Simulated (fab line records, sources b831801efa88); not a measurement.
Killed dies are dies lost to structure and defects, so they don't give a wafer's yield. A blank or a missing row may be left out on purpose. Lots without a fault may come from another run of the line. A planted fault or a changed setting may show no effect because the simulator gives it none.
Which tool did it? | flow gf180mcu | 12 lots, 36 wafers sampled, at 5 steps of a route of 602

WHAT THE GAUGES READ, wafer by wafer
GF_HV_LDD_THK_MEAS_55. Usual: HV_LDD_CVD_54_THK 10.01 nm, standard deviation 0.13.
lot  | measured     | on            | HV_LDD_CVD_54_THK (nm) | flag
L992 | day 12 07:09 | film_metro-02 | 9.91 9.88 9.98         |
L995 | day 13 09:51 | film_metro-02 | 10.10 10.13 10.08      |
L996 | day 13 17:05 | film_metro-02 | 10.01 10.13 10.06      |
L997 | day 14 01:49 | film_metro-01 | 10.04 10.05 10.23      |
L998 | day 14 11:29 | film_metro-02 | 10.16 9.97 10.08       |
L100 | day 15 04:42 | film_metro-03 | 9.77 9.97 9.78         |
L101 | day 15 13:32 | film_metro-01 | 10.15 10.06 10.06      |
L102 | day 16 01:23 | film_metro-01 | 9.67 9.94 9.98         |
L105 | day 17 00:33 | film_metro-01 | 10.09 10.04 9.97       |
L106 | day 17 09:21 | film_metro-03 | 9.97 10.04 9.76        |
L107 | day 17 14:04 | film_metro-03 | 10.02 10.07 10.08      |
L108 | day 17 20:26 | film_metro-03 | 10.25 10.23 10.16      |

GF_M1_THK_MEAS_06: measures by xrf. Usual: M1_ALCU_THK 457 nm, standard deviation 4.4.
lot  | measured     | on            | M1_ALCU_THK (nm) | flag
L992 | day 15 23:13 | film_metro-04 | 457 455 454      |
L995 | day 17 06:11 | film_metro-03 | 457 458 458      |
L996 | day 17 14:15 | film_metro-04 | 451 453 452      |
L997 | day 18 00:20 | film_metro-04 | 457 452 458      |
L998 | day 18 09:43 | film_metro-04 | 459 454 451      |
L100 | day 19 05:50 | film_metro-04 | 464 465 461      |
L101 | day 19 16:01 | film_metro-03 | 460 460 462      |
L102 | day 20 05:33 | film_metro-03 | 458 456 456      |
L105 | day 21 05:55 | film_metro-03 | 465 464 466      |
L106 | day 21 14:28 | film_metro-02 | 454 456 450      |
L107 | day 21 19:05 | film_metro-03 | 481 478 479      | OFF
L108 | day 22 01:54 | film_metro-03 | 482 480 475      | OFF

WHICH TOOL RAN EACH LOT (tool, then ch and the chambers of the sampled wafers, then the start)
lot  | GF_SAB_CVD_00                   | GF_SAB_STRIP_13                      | GF_M1_SPUTTER_04
L992 | pecvd-03 ch 0,1,2, day 14 01:02 | plasma_asher-02 ch 0,1, day 14 22:43 | pvd_sputter-03, day 15 23:02
L995 | pecvd-01 ch 0,1,2, day 15 06:05 | plasma_asher-03 ch 0,1, day 16 04:16 | pvd_sputter-03, day 17 06:01
L996 | pecvd-01 ch 0,1,2, day 15 14:20 | plasma_asher-02 ch 0, day 16 12:37   | pvd_sputter-02, day 17 14:05
L997 | pecvd-03 ch 1,2, day 15 23:32   | plasma_asher-03 ch 0,1, day 16 22:01 | pvd_sputter-02, day 18 00:11
L998 | pecvd-04 ch 0,1,2, day 16 09:12 | plasma_asher-02 ch 0,1, day 17 07:28 | pvd_sputter-02, day 18 09:34
L100 | pecvd-03 ch 0,1,2, day 17 04:08 | plasma_asher-02 ch 0,1, day 18 02:55 | pvd_sputter-02, day 19 05:40
L101 | pecvd-04 ch 1,2, day 17 12:48   | plasma_asher-02 ch 0, day 18 12:13   | pvd_sputter-02, day 19 15:52
L102 | pecvd-03 ch 0,2, day 18 01:45   | plasma_asher-03 ch 0, day 19 01:31   | pvd_sputter-02, day 20 05:23
L105 | pecvd-03 ch 0,1, day 19 02:52   | plasma_asher-03 ch 0,1, day 20 03:07 | pvd_sputter-02, day 21 05:45
L106 | pecvd-01 ch 0,1,2, day 19 11:06 | plasma_asher-02 ch 0,1, day 20 11:31 | pvd_sputter-01, day 21 14:19
L107 | pecvd-01 ch 0,1,2, day 19 16:21 | plasma_asher-03 ch 0,1, day 20 16:31 | pvd_sputter-02, day 21 18:55
L108 | pecvd-04 ch 1,2, day 19 23:38   | plasma_asher-03 ch 0,1, day 20 23:10 | pvd_sputter-02, day 22 01:44
- GF_SAB_CVD_00: deposits SiO2 from TEOS, target thk 50 nm, time 4.9302 s.
- GF_SAB_STRIP_13: strips in O2/N2.
- GF_M1_SPUTTER_04: material TiN, target thk 50 nm, time 41.7 s.

WHAT THE TOOLS THEMSELVES READ (means of the sampled wafers that have a number; where no wafer has one, the mark that the record gives instead)
GF_SAB_CVD_00. Usual: heater_power_w 678 W, standard deviation 120; rf_fwd_power_W 588 W, standard deviation 3.9.
lot  | tool     | heater_power_w (W) | rf_fwd_power_W (W) | flag
L992 | pecvd-03 | 742                | 587                |
L995 | pecvd-01 | 628                | 587                |
L996 | pecvd-01 | 625                | 587                |
L997 | pecvd-03 | 763                | 589                |
L998 | pecvd-04 | 625                | 587                |
L100 | pecvd-03 | 765                | 589                |
L101 | pecvd-04 | 711                | 590                |
L102 | pecvd-03 | 712                | 590                |
L105 | pecvd-03 | 748                | 585                |
L106 | pecvd-01 | 594                | 585                |
L107 | pecvd-01 | 614                | 588                |
L108 | pecvd-04 | 660                | 592                |

GF_SAB_STRIP_13. Usual: drypump_motor_current_A 5.5 A, standard deviation 0.36; heater_power_w 332 W, standard deviation 25; oes_product_au 0.710 a.u., standard deviation 0.0049; strip_time_to_endpoint_s 12.60 s, standard deviation 0.033.
lot  | tool            | drypump_motor_current_A (A) | heater_power_w (W) | oes_product_au (a.u.) | strip_time_to_endpoint_s (s) | flag
L992 | plasma_asher-02 | 6.0                         | 361                | 0.710                 | 12.56                        |
L995 | plasma_asher-03 | 5.2                         | 314                | 0.708                 | 12.60                        |
L996 | plasma_asher-02 | 5.9                         | 327                | 0.710                 | 12.55                        |
L997 | plasma_asher-03 | 5.2                         | 317                | 0.713                 | 12.58                        |
L998 | plasma_asher-02 | 6.0                         | 355                | 0.707                 | 12.59                        |
L100 | plasma_asher-02 | 6.0                         | 352                | 0.707                 | 12.63                        |
L101 | plasma_asher-02 | 5.9                         | 325                | 0.713                 | 12.65                        |
L102 | plasma_asher-03 | 5.2                         | 333                | 0.713                 | 12.59                        |
L105 | plasma_asher-03 | 5.2                         | 326                | 0.713                 | 12.60                        |
L106 | plasma_asher-02 | 6.0                         | 350                | 0.708                 | 12.62                        |
L107 | plasma_asher-03 | 5.2                         | 329                | 0.709                 | 12.57                        |
L108 | plasma_asher-03 | 5.2                         | 325                | 0.710                 | 12.61                        |

GF_M1_SPUTTER_04. Usual: throttle_valve_pct 30.0 %, standard deviation 0.53.
lot  | tool           | throttle_valve_pct (%) | flag
L992 | pvd_sputter-03 | 29.6                   |
L995 | pvd_sputter-03 | 29.7                   |
L996 | pvd_sputter-02 | 29.9                   |
L997 | pvd_sputter-02 | 29.8                   |
L998 | pvd_sputter-02 | 30.5                   |
L100 | pvd_sputter-02 | 29.9                   |
L101 | pvd_sputter-02 | 30.2                   |
L102 | pvd_sputter-02 | 30.1                   |
L105 | pvd_sputter-02 | 30.4                   |
L106 | pvd_sputter-01 | 30.3                   |
L107 | pvd_sputter-02 | 29.9                   |
L108 | pvd_sputter-02 | 30.0                   |

THE ANSWER, worked out from the rows above alone
Rule: a lot is off if the mean of its wafers that have a number lies more than 3 standard deviations from the usual mean. A lot without any number at a reading at which 4 lots or more have one is off too. The other lots that the step has rows for count as sound. The gauges are gone through in route order, then the tools' own readings, and for those a lot's mean is taken as printed above. The first step at which some lot is off is used, and at that step the reading that is off furthest; a lot without a number counts as furthest.
Off: L107, L108, at GF_M1_THK_MEAS_06 (M1_ALCU_THK).
A tool fits if, at a process step before that reading, it ran every lot that is off, and no sound lot after the first of them. The gauges at GF_M1_THK_MEAS_06 are tried like those tools. Can't be told from this: 3 tools fit, plasma_asher-03 at GF_SAB_STRIP_13, pvd_sputter-02 at GF_M1_SPUTTER_04, film_metro-03 at GF_M1_THK_MEAS_06.

WHAT THE SIMULATOR HAD PUT IN
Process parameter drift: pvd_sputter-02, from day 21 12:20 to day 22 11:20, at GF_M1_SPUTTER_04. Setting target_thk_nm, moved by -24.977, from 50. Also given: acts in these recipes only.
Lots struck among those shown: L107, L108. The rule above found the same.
